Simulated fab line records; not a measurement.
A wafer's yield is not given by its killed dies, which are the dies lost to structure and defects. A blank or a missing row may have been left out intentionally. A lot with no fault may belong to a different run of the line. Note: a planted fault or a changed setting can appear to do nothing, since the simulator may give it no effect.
The tool behind it: which one?    flow sky130    15 lots, 45 wafers sampled, at 7 steps of a route of 708

WHAT EACH GAUGE READ, for each wafer
SKY_SD_N_OVL_MEAS_08.
lot   measured      on          SD_N_OVL (nm)
L835  day 27 15:40  overlay-01  0.1 -0.5 -0.5
L836  day 27 21:34  overlay-02  0.4 0.2 -1.1
L838  day 28 17:43  overlay-01  0.7 0.6 0.5
L839  day 29 05:55  overlay-01  0.7 1.1 -1.2
L840  day 29 13:21  overlay-02  -0.1 -0.5 -0.9
L842  day 30 00:04  overlay-01  -0.9 -2.3 -2.4
L841  day 30 01:12  overlay-01  0.9 -1.5 -0.2
L845  day 32 07:03  overlay-01  0.8 0.9 -0.1
L847  day 32 12:01  overlay-02  -1.7 0.6 -1.7
L848  day 32 13:05  overlay-01  -0.6 -0.2 0.2
L849  day 32 19:19  overlay-01  1.3 0.6 -0.3
L853  day 33 19:04  overlay-01  1.0 0.7 0.4
L854  day 34 01:01  overlay-02  -0.5 -1.7 -1.4
L855  day 34 07:17  overlay-01  -0.1 0.5 -1.2
L857  day 34 16:59  overlay-02  -0.3 0.7 0.0

SKY_LOCAL_INTERCONNECT_RS_MEAS_01: measurement is done with a four-point probe.
lot   measured      on             LOCAL_INTERCONNECT_TIN_RS (ohm/sq)
L835  day 28 22:38  film_metro-03  13.95 13.94 14.31
L836  day 29 04:34  film_metro-03  14.03 14.27 14.09
L838  day 30 00:28  film_metro-01  14.34 14.28 14.25
L839  day 30 12:43  film_metro-04  14.31 14.15 14.05
L840  day 30 19:55  film_metro-01  14.08 14.43 14.17
L842  day 31 07:04  film_metro-03  13.89 14.12 13.86
L841  day 31 16:51  film_metro-04  14.11 13.92 14.02
L845  day 33 12:26  film_metro-01  13.90 10.59 13.78 13.92 10.58 13.77
L847  day 33 17:48  film_metro-04  13.94 10.62 10.53 13.96 10.61 10.53
L848  day 33 18:28  film_metro-04  14.07 10.68 14.08 14.08 10.65 14.08
L849  day 34 01:23  film_metro-04  13.81 14.14 13.95
L853  day 35 00:42  film_metro-04  13.63 13.93 14.01
L854  day 35 06:52  film_metro-01  14.45 14.21 14.17
L855  day 35 13:26  film_metro-01  13.72 14.13 14.11
L857  day 35 22:17  film_metro-01  13.92 14.16 13.87

SKY_LOCAL_INTERCONNECT_THK_MEAS_02: measures by xrf.
lot   measured      on             LOCAL_INTERCONNECT_TIN_THK (nm)
L835  day 28 22:44  film_metro-03  100.3 100.6 98.4
L836  day 29 04:41  film_metro-03  100.5 99.1 100.4
L838  day 30 00:34  film_metro-01  99.3 100.6 100.0
L839  day 30 12:49  film_metro-04  98.3 99.7 100.5
L840  day 30 20:01  film_metro-01  101.4 99.3 101.2
L842  day 31 07:10  film_metro-03  100.9 99.5 101.0
L841  day 31 16:58  film_metro-04  99.7 100.6 100.0
L845  day 33 16:49  film_metro-01  102.2 133.1 103.3 101.9 133.8 103.1
L847  day 33 20:28  film_metro-04  100.9 130.6 131.8 100.9 131.2 131.8
L848  day 33 20:44  film_metro-04  99.9 129.4 99.5 99.5 130.4 99.9
L849  day 34 01:31  film_metro-04  102.0 99.4 101.0
L853  day 35 00:49  film_metro-04  103.4 100.6 100.1
L854  day 35 06:57  film_metro-01  98.7 100.5 100.4
L855  day 35 13:33  film_metro-01  103.7 100.5 100.3
L857  day 35 22:24  film_metro-01  101.7 100.6 102.2

SKY_CONTACT_RS_MEAS_25: measurement is done with a four-point probe.
lot   measured      on             CONTACT_W_RS (ohm/sq)
L835  day 31 08:31  film_metro-02  0.330 0.333 0.334
L836  day 31 14:52  film_metro-03  0.329 0.338 0.332
L838  day 32 09:04  film_metro-02  0.332 0.334 0.333
L839  day 32 21:09  film_metro-01  0.346 0.341 0.345
L840  day 33 03:34  film_metro-03  0.338 0.339 0.332
L842  day 33 15:53  film_metro-01  0.334 0.335 0.336
L841  day 33 23:50  film_metro-02  0.328 0.342 0.342
L845  day 35 20:08  film_metro-01  0.345 0.339
L847  day 36 00:40  film_metro-01  0.340
L848  day 36 02:05  film_metro-03  0.338 0.344
L849  day 36 08:26  film_metro-03  0.337 0.336 0.336
L853  day 37 07:45  film_metro-01  0.338 0.337 0.340
L854  day 37 12:52  film_metro-01  0.344 0.338 0.345
L855  day 37 20:20  film_metro-03  0.337 0.337 0.340
L857  day 38 04:26  film_metro-02  0.337 0.343 0.340

WHICH TOOL RAN EACH LOT (tool, then ch and the chambers of the sampled wafers, then the start)
lot   SKY_LDD_HVP_STRIP_09                  SKY_LOCAL_INTERCONNECT_SPUTTER_00  SKY_LOCAL_INTERCONNECT_METAL_ETCH_14
L835  plasma_asher-04 ch 0,1, day 21 10:04  pvd_sputter-04, day 28 22:32       rie_metal-03 ch 0,1, day 30 02:33
L836  plasma_asher-01 ch 1, day 21 15:08    pvd_sputter-03, day 29 04:29       rie_metal-02 ch 0,1, day 30 08:40
L838  plasma_asher-02 ch 0,1, day 22 11:47  pvd_sputter-03, day 30 00:22       rie_metal-01 ch 0,1, day 31 04:36
L839  plasma_asher-02 ch 0,1, day 23 01:37  pvd_sputter-02, day 30 12:37       rie_metal-01 ch 1, day 31 16:02
L840  plasma_asher-01 ch 0,1, day 23 10:04  pvd_sputter-02, day 30 19:49       rie_metal-01 ch 0,1, day 31 23:08
L842  plasma_asher-01 ch 0,1, day 23 19:34  pvd_sputter-03, day 31 06:58       rie_metal-02 ch 1, day 32 10:44
L841  plasma_asher-01 ch 0,1, day 23 19:52  pvd_sputter-04, day 31 16:47       rie_metal-03 ch 0,1, day 32 19:20
L845  plasma_asher-04 ch 0,1, day 26 09:05  pvd_sputter-03, day 33 12:23       rie_metal-02 ch 0, day 34 15:00
L847  plasma_asher-02 ch 0, day 26 14:16    pvd_sputter-03, day 33 17:44       rie_metal-02 ch 0, day 34 20:49
L848  plasma_asher-01 ch 0,1, day 26 15:02  pvd_sputter-03, day 33 18:25       rie_metal-01 ch 0,1, day 34 21:06
L849  plasma_asher-01 ch 0,1, day 26 21:04  pvd_sputter-04, day 34 01:20       rie_metal-02 ch 0,1, day 35 04:28
L853  plasma_asher-04 ch 0, day 27 23:10    pvd_sputter-02, day 35 00:38       rie_metal-03 ch 0,1, day 36 02:49
L854  plasma_asher-04 ch 0,1, day 28 04:55  pvd_sputter-02, day 35 06:44       rie_metal-01 ch 0,1, day 36 08:27
L855  plasma_asher-02 ch 0,1, day 28 12:37  pvd_sputter-02, day 35 13:22       rie_metal-01 ch 1, day 36 15:32
L857  plasma_asher-02 ch 0, day 28 21:40    pvd_sputter-02, day 35 22:13       rie_metal-02 ch 0,1, day 37 00:08
- SKY_LDD_HVP_STRIP_09: strips in O2/N2.
- SKY_LOCAL_INTERCONNECT_SPUTTER_00: material TiN, target thk 100 nm, time 83.3 s.
- SKY_LOCAL_INTERCONNECT_METAL_ETCH_14: etches TiN in Cl2/BCl3, stops on PSG, target depth 110 nm, time 31.4 s.

WHAT THE TOOLS THEMSELVES READ (means of the sampled wafers that have a number; where no wafer has one, the mark that the record gives instead)
SKY_LDD_HVP_STRIP_09.
lot   tool             drypump_motor_current_A (A)  oes_product_au (a.u.)  strip_time_to_endpoint_s (s)
L835  plasma_asher-04  5.92                         0.408                  4.134
L836  plasma_asher-01  5.42                         0.408                  4.126
L838  plasma_asher-02  5.56                         0.407                  4.132
L839  plasma_asher-02  5.65                         0.404                  4.126
L840  plasma_asher-01  5.82                         0.409                  4.124
L842  plasma_asher-01  5.63                         0.410                  4.142
L841  plasma_asher-01  5.81                         0.410                  4.134
L845  plasma_asher-04  6.04                         0.409                  4.158
L847  plasma_asher-02  5.73                         0.411                  4.136
L848  plasma_asher-01  5.82                         0.407                  4.135
L849  plasma_asher-01  5.63                         0.405                  4.135
L853  plasma_asher-04  6.18                         0.407                  4.117
L854  plasma_asher-04  5.91                         0.406                  4.129
L855  plasma_asher-02  5.57                         0.416                  4.109
L857  plasma_asher-02  5.72                         0.407                  4.150

SKY_LOCAL_INTERCONNECT_SPUTTER_00.
lot   tool            throttle_valve_pct (%)
L835  pvd_sputter-04  31.1
L836  pvd_sputter-03  30.2
L838  pvd_sputter-03  30.3
L839  pvd_sputter-02  31.2
L840  pvd_sputter-02  31.1
L842  pvd_sputter-03  30.6
L841  pvd_sputter-04  31.1
L845  pvd_sputter-03  29.9
L847  pvd_sputter-03  29.6
L848  pvd_sputter-03  29.9
L849  pvd_sputter-04  31.2
L853  pvd_sputter-02  30.9
L854  pvd_sputter-02  31.0
L855  pvd_sputter-02  31.2
L857  pvd_sputter-02  31.1

SKY_LOCAL_INTERCONNECT_METAL_ETCH_14.
lot   tool          drypump_motor_current_A (A)  mfc_cl2_sccm (sccm)  oes_product_au (a.u.)  throttle_valve_pct (%)
L835  rie_metal-03  5.77                         60.09                0.942                  21.903
L836  rie_metal-02  6.14                         59.94                0.944                  21.902
L838  rie_metal-01  5.82                         59.81                0.938                  21.900
L839  rie_metal-01  6.24                         60.23                0.942                  21.892
L840  rie_metal-01  5.80                         60.11                0.935                  21.909
L842  rie_metal-02  6.04                         59.89                0.950                  21.903
L841  rie_metal-03  5.91                         59.82                0.944                  21.902
L845  rie_metal-02  6.18                         60.16                0.976                  21.881
L847  rie_metal-02  6.18                         59.87                0.998                  21.860
L848  rie_metal-01  5.82                         59.91                0.956                  21.897
L849  rie_metal-02  6.15                         60.04                0.948                  21.894
L853  rie_metal-03  5.94                         60.00                0.953                  21.898
L854  rie_metal-01  5.82                         60.01                0.936                  21.906
L855  rie_metal-01  6.24                         60.22                0.946                  21.902
L857  rie_metal-02  6.12                         60.14                0.951                  21.904

THE ANSWER, worked out from the rows above alone
Rule: usual is defined by the lots themselves. The widest of any qualifying gaps counts: lots, ordered by their means at a reading, are off when they make up no more than a third of the lots, leave a main group of 4 or more, and stand apart from it by 3 or more times the standard deviation of that group's means. The tables above print the reading to a certain number of digits; a main group whose means all agree to those digits is not used. A lot without any number at a reading at which 4 lots or more have one is off too. All remaining lots with rows at the step are treated as sound. Order of review: gauges by route order, followed by the tools' own readings, for which a lot's mean as printed above is used. The first step at which some lot is off is used, and at that step the reading that is off furthest; a lot without a number counts as furthest.
Off: L845, L847, L848, at SKY_LOCAL_INTERCONNECT_RS_MEAS_01 (LOCAL_INTERCONNECT_TIN_RS). Mean 14.08 ohm/sq and standard deviation 0.13 in the main group.
A tool fits if, at a process step before that reading, it ran every lot that is off, and no sound lot after the first of them. Those tools and the gauges at SKY_LOCAL_INTERCONNECT_RS_MEAS_01 are tried in the same way. One fits: pvd_sputter-03 at SKY_LOCAL_INTERCONNECT_SPUTTER_00. A fault onset in the window from L842 (day 31 06:58, its last sound lot) to L845 (day 33 12:23, its first lot off) fits.

WHAT THE SIMULATOR HAD PUT IN
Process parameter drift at SKY_LOCAL_INTERCONNECT_SPUTTER_00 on pvd_sputter-03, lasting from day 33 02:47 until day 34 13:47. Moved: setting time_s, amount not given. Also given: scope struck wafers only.
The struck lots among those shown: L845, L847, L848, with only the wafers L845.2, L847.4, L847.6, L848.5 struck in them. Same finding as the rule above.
